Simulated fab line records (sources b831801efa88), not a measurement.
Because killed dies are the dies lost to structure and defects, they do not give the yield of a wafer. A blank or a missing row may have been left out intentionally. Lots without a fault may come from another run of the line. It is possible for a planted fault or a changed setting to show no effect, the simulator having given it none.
Which of the tools did it? | flow gf180mcu | 11 lots with 33 wafers sampled at 5 steps, on a route of 602 steps

WHAT THE GAUGES READ, wafer by wafer
GF_VT_IMPLANT_OVL_MEAS_29.
lot  | measured     | on         | VT_IMPLANT_02_OVL (nm)
L350 | day 6 23:17  | overlay-02 | -0.5 0.4 2.9
L351 | day 7 05:35  | overlay-02 | 1.0 0.1 -0.1
L352 | day 7 09:14  | overlay-02 | 1.1 0.2 0.1
L354 | day 7 21:49  | overlay-01 | 2.4 1.0 0.0
L356 | day 8 11:55  | overlay-01 | 2.9 -0.2 2.0
L363 | day 10 08:31 | overlay-02 | 0.2 2.6 1.9
L365 | day 10 20:43 | overlay-01 | -2.0 0.7 -0.1
L368 | day 11 17:47 | overlay-01 | -0.1 -0.1 1.0
L371 | day 12 10:26 | overlay-02 | -0.3 -0.3 -0.9
L372 | day 12 16:22 | overlay-01 | 1.7 0.4 1.8
L373 | day 13 02:16 | overlay-01 | 1.5 3.1 0.4

GF_PSD_RS_MEAS_14: uses a four-point probe to measure.
lot  | measured     | on           | NSD_RS (ohm/sq)
L350 | day 14 07:32 | filmMetro-02 | 46.22 46.18 46.17
L351 | day 15 00:16 | filmMetro-01 | 46.14 46.21 46.09
L352 | day 15 00:32 | filmMetro-03 | 46.16 46.21 46.19
L354 | day 15 17:07 | filmMetro-01 | 46.14 46.15 46.16
L356 | day 16 15:29 | filmMetro-02 | 46.10 46.13 46.13
L363 | day 18 20:40 | filmMetro-03 | 42.99 43.18 43.00 42.98 43.00 43.03
L365 | day 19 09:28 | filmMetro-01 | 43.22 43.14 43.15 43.17 43.22 43.17
L368 | day 20 12:04 | filmMetro-01 | 46.14 46.32 46.22
L371 | day 21 08:43 | filmMetro-03 | 46.10 46.08 46.09
L372 | day 21 18:19 | filmMetro-03 | 46.11 46.09 45.99
L373 | day 22 06:10 | filmMetro-01 | 46.05 46.21 46.05

GF_SAB_THK_MEAS_01.
lot  | measured     | on           | SAB_CVD_00_THK (nm)
L350 | day 14 07:47 | filmMetro-01 | 49.8 50.5 51.4
L351 | day 15 00:31 | filmMetro-02 | 49.6 49.7 49.4
L352 | day 15 00:47 | filmMetro-01 | 50.0 50.7 50.6
L354 | day 15 17:23 | filmMetro-04 | 49.1 49.4 50.4
L356 | day 16 15:44 | filmMetro-01 | 50.3 51.1 50.8
L363 | day 18 22:44 | filmMetro-02 | 49.3 49.5 50.5
L365 | day 19 11:50 | filmMetro-02 | 50.0 49.2 51.7
L368 | day 20 12:18 | filmMetro-02 | 48.9 50.8 49.6
L371 | day 21 08:57 | filmMetro-02 | 49.9 50.9 51.5
L372 | day 21 18:35 | filmMetro-02 | 49.6 49.4 50.1
L373 | day 22 06:26 | filmMetro-04 | 49.9 48.7 50.1

TOOL THAT RAN EACH LOT (tool first, then ch and the chambers of the sampled wafers, then the start)
lot  | GF_NSD_IMPLANT_10               | GF_NSD_STRIP_11
L350 | implanter-04 ch 0, day 13 10:09 | plasmaAsher-02 ch 0,1, day 13 10:17
L351 | implanter-01 ch 0, day 14 02:40 | plasmaAsher-02 ch 0,1, day 14 02:48
L352 | implanter-04 ch 0, day 14 03:00 | plasmaAsher-02 ch 0,1, day 14 03:08
L354 | implanter-01 ch 0, day 14 18:43 | plasmaAsher-01 ch 0,1, day 14 18:52
L356 | implanter-01 ch 0, day 15 16:00 | plasmaAsher-04 ch 0,1, day 15 16:08
L363 | implanter-01 ch 0, day 17 20:34 | plasmaAsher-02 ch 0,1, day 17 20:43
L365 | implanter-01 ch 0, day 18 08:34 | plasmaAsher-01 ch 0,1, day 18 08:43
L368 | implanter-03 ch 0, day 19 10:47 | plasmaAsher-01 ch 0,1, day 19 10:55
L371 | implanter-04 ch 0, day 20 08:40 | plasmaAsher-02 ch 0,1, day 20 08:48
L372 | implanter-04 ch 0, day 20 18:34 | plasmaAsher-01 ch 0,1, day 20 18:43
L373 | implanter-04 ch 0, day 21 06:04 | plasmaAsher-02 ch 0,1, day 21 06:13
- GF_NSD_IMPLANT_10
- GF_NSD_STRIP_11: strips in O2/N2.

WHAT THE TOOLS THEMSELVES READ (means of the sampled wafers that have a number; where no wafer has one, the mark that the record gives instead)
GF_NSD_IMPLANT_10.
lot  | tool         | doseIonsCm2 | endStationPressureTorr (Torr) | faradayCurrentUA
L350 | implanter-04 | 5e+14       | 7.3e-06                       | 2818
L351 | implanter-01 | 5e+14       | 7.4e-06                       | 2807
L352 | implanter-04 | 5e+14       | 7.0e-06                       | 2797
L354 | implanter-01 | 5e+14       | 7.3e-06                       | 2716
L356 | implanter-01 | 5e+14       | 7.0e-06                       | 2854
L363 | implanter-01 | 8e+14       | 8.3e-06                       | 4213
L365 | implanter-01 | 8e+14       | 8.4e-06                       | 4307
L368 | implanter-03 | 5e+14       | 7.3e-06                       | 2807
L371 | implanter-04 | 5e+14       | 7.2e-06                       | 2835
L372 | implanter-04 | 5e+14       | 7.4e-06                       | 2719
L373 | implanter-04 | 5e+14       | 6.8e-06                       | 2789

GF_NSD_STRIP_11.
lot  | tool           | chamberPressureMTorr (mTorr) | drypumpMotorCurrentA (A) | heaterPowerW (W) | n2FlowSccm (sccm) | oesProductAu (a.u.) | platenTempC (C) | stripTimeToEndpointS (s)
L350 | plasmaAsher-02 | 1499.4                       | 5.8                      | 318              | 300.2             | 0.481               | 250.05          | 22.97
L351 | plasmaAsher-02 | 1500.5                       | 5.7                      | 322              | 300.1             | 0.487               | 250.06          | 22.99
L352 | plasmaAsher-02 | 1501.8                       | 5.8                      | 326              | 299.7             | 0.483               | 250.11          | 22.99
L354 | plasmaAsher-01 | 1500.3                       | 6.0                      | 308              | 299.8             | 0.484               | 250.01          | 23.01
L356 | plasmaAsher-04 | 1500.4                       | 5.1                      | 350              | 299.5             | 0.485               | 249.94          | 22.97
L363 | plasmaAsher-02 | 1500.6                       | 5.8                      | 324              | 300.7             | 0.479               | 249.89          | 23.24
L365 | plasmaAsher-01 | 1500.2                       | 6.0                      | 330              | 300.8             | 0.480               | 249.90          | 23.28
L368 | plasmaAsher-01 | 1499.8                       | 6.0                      | 308              | 299.0             | 0.493               | 250.08          | 22.92
L371 | plasmaAsher-02 | 1499.9                       | 5.7                      | 300              | 300.7             | 0.483               | 250.05          | 22.94
L372 | plasmaAsher-01 | 1500.9                       | 6.0                      | 307              | 300.5             | 0.485               | 250.10          | 22.92
L373 | plasmaAsher-02 | 1500.6                       | 5.7                      | 300              | 299.8             | 0.489               | 249.84          | 22.97

THE ANSWER, worked out from the rows above alone
Rule: the usual values come from the lots themselves. The widest of any qualifying gaps counts: lots, ordered by their means at a reading, are off when they make up no more than a third of the lots, leave a main group of 4 or more, and stand apart from it by 3 or more times the standard deviation of that group's means. Not used: any main group whose means are identical at the precision the tables above print for the reading. Also off: a lot with no number at a reading for which 4 or more lots have one. All remaining lots with rows at the step are treated as sound. First the gauges in route order, then the tools' own readings, where a lot's mean is used as printed above. At the first step where some lot is off, the reading lying furthest off is the one used; lots without a number count as furthest.
Off: L363, L365, at GF_PSD_RS_MEAS_14 (NSD_RS). Main group: mean 46.14 ohm/sq, sd 0.05.
If a tool, at a process step before that reading, ran all the lots that are off and no sound lot after the first of them, it fits. Not tried: the gauges at GF_PSD_RS_MEAS_14; whatever is off there is also off at GF_NSD_IMPLANT_10, on other tools, and gauge error can't account for it. One fits: GF_NSD_IMPLANT_10 on implanter-01. A fault onset in the window from L356 (day 15 16:00, its last sound lot) to L363 (day 17 20:34, its first lot off) fits.
The tool's own readings at GF_NSD_IMPLANT_10 bear it out: on the lots that are off they differ by more than 5 times the standard deviation of the sound lots' means. doseIonsCm2 reads 8e+14 there against 5e+14 on the sound lots; endStationPressureTorr reads 8.3e-06 Torr there against 7.2e-06 Torr on the sound lots; faradayCurrentUA reads 4260 there against 2794 on the sound lots.

WHAT HAD BEEN PUT IN BY THE SIMULATOR
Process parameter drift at GF_NSD_IMPLANT_10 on implanter-01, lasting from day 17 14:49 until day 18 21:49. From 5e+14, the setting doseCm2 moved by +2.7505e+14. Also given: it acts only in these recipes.
Shown lots that were struck: L363, L365. Same finding as the rule above.
